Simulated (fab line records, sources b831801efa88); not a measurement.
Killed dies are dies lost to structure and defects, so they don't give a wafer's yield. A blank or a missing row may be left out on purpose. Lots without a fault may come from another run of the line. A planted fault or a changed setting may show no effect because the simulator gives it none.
A struck lot beside a sound one | flow gf180mcu | 16 steps out of a route of 602
Sound: wafers L420.2, L420.5, L420.6. Struck: wafers L429.2, L429.4, L429.6. The cause comes at the end.
At each step with rows: each side's tool, then ch and its chambers, then its first start. Under that, the readings that differ: sound wafers | struck wafers | difference of the means | sigmas: that difference in standard deviations of wafers without a fault.
alike: readings whose means differ by less than 2 such deviations, and words and numbers that are the same on both sides. not compared: withheld readings, readings that some wafer has no value for, bounds like >300 that may hide the same value, and numbers for which the record gives no deviation and whose values overlap.
The two part at a step that has a row with sigmas, a row that says differs or no value, or rows on one side only. Numbers that don't overlap but have no deviation are shown without sigmas and don't part them. A reading that every wafer of one side lacks parts them only if that side has two wafers or more.

first, 4 steps without rows for these wafers: GF_DNWELL_EXPOSE_04 (exposes mask DNWELL, target cd 1700 nm); GF_DNWELL_PEB_05; GF_DNWELL_DEVELOP_06 (develop time 60 s); GF_DNWELL_IMPLANT_07.
GF_DNWELL_STRIP_08: strips in O2/N2.
  sound on plasma_asher-03 ch 0,1, day 4 12:18; struck on plasma_asher-02 ch 0,1, day 6 12:35
  alike: chamber_pressure_mTorr, drypump_motor_current_A, heater_power_w, oes_product_au, strip_time_to_endpoint_s
  not compared: rf_hours_counter_h
GF_DNWELL_TW_MEAS_09:
  sound on film_metro-03, day 4 12:25; struck on film_metro-04, day 6 12:42
  reading   | sound          | struck         | difference | sigmas
  DNWELL_TW | 1323 1326 1337 | 1351 1354 1357 | +25        | +3
then, 6 steps without rows for these wafers: GF_NWELL_DEHYDRATE_00 (time 60 s); GF_NWELL_HMDS_01 (prime time 60 s); GF_NWELL_COAT_02 (resist thk 3000 nm); GF_NWELL_SOFTBAKE_03; GF_NWELL_EXPOSE_04 (exposes mask Nwell, target cd 860 nm); GF_NWELL_PEB_05.
GF_NWELL_DEVELOP_06: develop time 60 s.
  sound on litho_track-02 ch 0, day 5 02:00; struck on litho_track-02 ch 0, day 7 03:00
GF_NWELL_OVL_MEAS_07:
  sound on overlay-02, day 5 02:32; struck on overlay-01, day 7 03:56
  reading        | sound          | struck | difference                    | sigmas
  NWELL_OVL (nm) | -1.7 -3.8 -1.9 | - - -  | no value on the struck wafers |
then, 1 step without rows for these wafers: GF_NWELL_IMPLANT_08.
-- the record jumps here: 27 days lie between the struck wafers' starts before and after (it left off in module NWELL and takes up again in module PASSIVATION, whose first step shown is number 602 of the route) --
GF_PASSIVATION_PROBE_99:
  the record has rows for the struck wafers here (prober-01, day 33 20:34) and none for the sound ones

WHERE THEY PART
First at GF_DNWELL_TW_MEAS_09; last, within this record, at GF_PASSIVATION_PROBE_99.

WHY: what the simulator had put in
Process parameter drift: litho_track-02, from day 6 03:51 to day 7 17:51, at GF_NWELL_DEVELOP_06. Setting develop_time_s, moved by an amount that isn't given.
